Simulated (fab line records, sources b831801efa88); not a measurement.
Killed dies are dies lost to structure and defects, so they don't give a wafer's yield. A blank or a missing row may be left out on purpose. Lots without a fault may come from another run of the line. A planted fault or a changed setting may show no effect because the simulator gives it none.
Problem report in the 8D (eight disciplines) form, filled by code | flow sky130 | the parts of the form that need people (team, actions taken, sign-off) are left out

1. THE PROBLEM
FIELD_ISO_CVD_24_THK at SKY_FIELD_ISO_THK_MEAS_25 reads a mean of 1136 nm on 4 wafers of 3 lots; wafers without a fault read 595 nm with a standard deviation of 5.7. That is +95 standard deviations from the usual mean.
First seen on wafer L286.4, day 4 22:25, on film_metro-02. The record holds 39 wafers of 14 lots with a number at this step. Rule for "out", or "out of limits": more than 4 standard deviations from the usual mean. The other wafers with a number count as sound.

2. WHAT IT IS AND WHAT IT IS NOT
question                    | is                                          | is not
which readings at this step | FIELD_ISO_CVD_24_THK                        | -
which lots                  | L286, L287, L291                            | L276, L277, L278, L279, L280, L282, L283, L284, L285, L296, L297
which wafers of those lots  | L286.4, L287.3, L287.4, L291.3              | L286.6, L291.5
read on which gauges        | film_metro-01, film_metro-02, film_metro-04 | -
when                        | from day 4 22:25                            | up to then (28 sound wafers); but 7 sound wafers of L291, L296, L297 came after

3. SUSPECTS, AND WHAT RULES EACH OUT
Counting: a tool at a process step up to the reading stays a suspect if it ran every lot that is out. Sound lots after the first of them don't rule it out here, since some wafers of a struck lot are sound.
- the gauge at SKY_FIELD_ISO_THK_MEAS_25: ruled out. The wafers that are out were read on 3 gauges (film_metro-01, film_metro-02, film_metro-04).
- hdpcvd-01 at SKY_FIELD_ISO_CVD_24 (deposits SiO2, target thk 595 nm, time 99.2 s): kept. It ran every lot that is out, first L286 (day 4 22:21); its last sound lot up to then is L285 (day 4 18:09).
Left after counting: hdpcvd-01 at SKY_FIELD_ISO_CVD_24.

4. THE CAUSE (what the simulator had put in)
Process parameter drift: hdpcvd-01, from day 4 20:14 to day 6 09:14, at SKY_FIELD_ISO_CVD_24. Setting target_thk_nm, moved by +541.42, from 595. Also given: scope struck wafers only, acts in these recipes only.
Counting left only this tool.

5. THE CHAIN OF EFFECTS, in route order
Each row: a reading whose mean over the struck wafers that have a number lies more than 3 standard deviations from the usual. Only readings for which the record gives a usual standard deviation are gone through. hours: the time from each lot's start at the first step in this table that gives one to its start at this step, as a median over the lots. sigmas: the change in usual standard deviations.
hours | step                      | reading              | usual  | on struck wafers | change | sigmas
0     | SKY_FIELD_ISO_THK_MEAS_25 | FIELD_ISO_CVD_24_THK | 595 nm | 1136             | +540   | +95
2     | SKY_FIELD_ISO_CMP_27      | time_to_endpoint_s   | 111 s  | 207              | +96    | +27
The process steps in it:
- SKY_FIELD_ISO_CMP_27: polishes, stops on Si3N4, t overpolish 16 s, target thk 457.8 nm.
Later measuring or inspecting steps at which every struck wafer that the step has a row for has a number for every such reading, and none has moved that far: SKY_NWELL_OVL_MEAS_10, SKY_NWELL_OVL_MEAS_23.

6. WHAT WOULD HAVE CAUGHT IT SOONER
In this record the first reading out of limits at a measuring or inspecting step was taken at day 4 22:25, 2 hours after the fault began at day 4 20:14.
Of the lots that are out (3), L287, L291 began SKY_FIELD_ISO_CVD_24 on hdpcvd-01 after day 4 22:25. A hold on the tool at that time would have spared those 2.
